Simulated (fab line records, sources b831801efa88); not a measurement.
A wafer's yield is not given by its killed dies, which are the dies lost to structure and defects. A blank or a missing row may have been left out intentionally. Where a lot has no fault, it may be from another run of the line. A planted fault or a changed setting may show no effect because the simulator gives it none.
Which tool was responsible? + flow sky130 + 6 lots with 18 wafers sampled at 2 steps, on a route of 708 steps

## WHAT THE GAUGES READ, wafer by wafer
SKY_NWELL_TW_MEAS_15.
| lot  | measured     | on            | NWELL_TW                      |
|------|--------------|---------------|-------------------------------|
| L739 | day 4 17:31  | film_metro-03 | 1813 1822 1809                |
| L743 | day 5 17:09  | film_metro-03 | 1827 1833 1822                |
| L748 | day 7 00:14  | film_metro-03 | 1820 1811 1809                |
| L754 | day 8 09:45  | film_metro-03 | 1678 1681 1686 1674 1678 1681 |
| L755 | day 8 15:31  | film_metro-01 | 1681 1687 1680 1675 1688 1678 |
| L760 | day 10 01:37 | film_metro-04 | 1831 1831 1831                |

## EACH LOT AND THE TOOL THAT RAN IT (in order: tool; ch and the chambers of the sampled wafers; start)
| lot  | SKY_NWELL_IMPLANT_11            |
|------|---------------------------------|
| L739 | implanter-04 ch 0, day 4 16:59  |
| L743 | implanter-03 ch 0, day 5 16:36  |
| L748 | implanter-04 ch 0, day 6 23:40  |
| L754 | implanter-01 ch 0, day 8 09:12  |
| L755 | implanter-01 ch 0, day 8 14:58  |
| L760 | implanter-03 ch 0, day 10 01:06 |
- SKY_NWELL_IMPLANT_11

## THE ANSWER, worked out from the rows above alone
Rule: the lots themselves supply what counts as usual. Put in order of their means at a reading, lots are off if they are a third of the lots or fewer, leave a main group of 4 or more, and stand apart from it by a gap of 3 or more times the standard deviation of the main group's means; of several such gaps the widest counts. If all means in a main group match to the digits the tables above print for the reading, that group is not used. A lot without any number at a reading at which 4 lots or more have one is off too. The other lots that the step has rows for count as sound.
Off: L754, L755, at SKY_NWELL_TW_MEAS_15 (NWELL_TW). For the main group the mean is 1822 and the standard deviation 7.7.
If a tool, at a process step before that reading, ran all the lots that are off and no sound lot after the first of them, it fits. The gauges at SKY_NWELL_TW_MEAS_15 are tried like those tools. One candidate fits, namely implanter-01 at SKY_NWELL_IMPLANT_11. It ran no sound lot before its first lot that is off in this sample, so the start can't be narrowed down.

## WHAT THE SIMULATOR HAD PUT IN
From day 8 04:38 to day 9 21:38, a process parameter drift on implanter-01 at SKY_NWELL_IMPLANT_11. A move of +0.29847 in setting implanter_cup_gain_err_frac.
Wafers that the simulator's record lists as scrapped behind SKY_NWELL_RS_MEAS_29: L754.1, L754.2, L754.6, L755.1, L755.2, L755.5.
Shown lots that were struck: L754, L755. This agrees with what the rule above found.
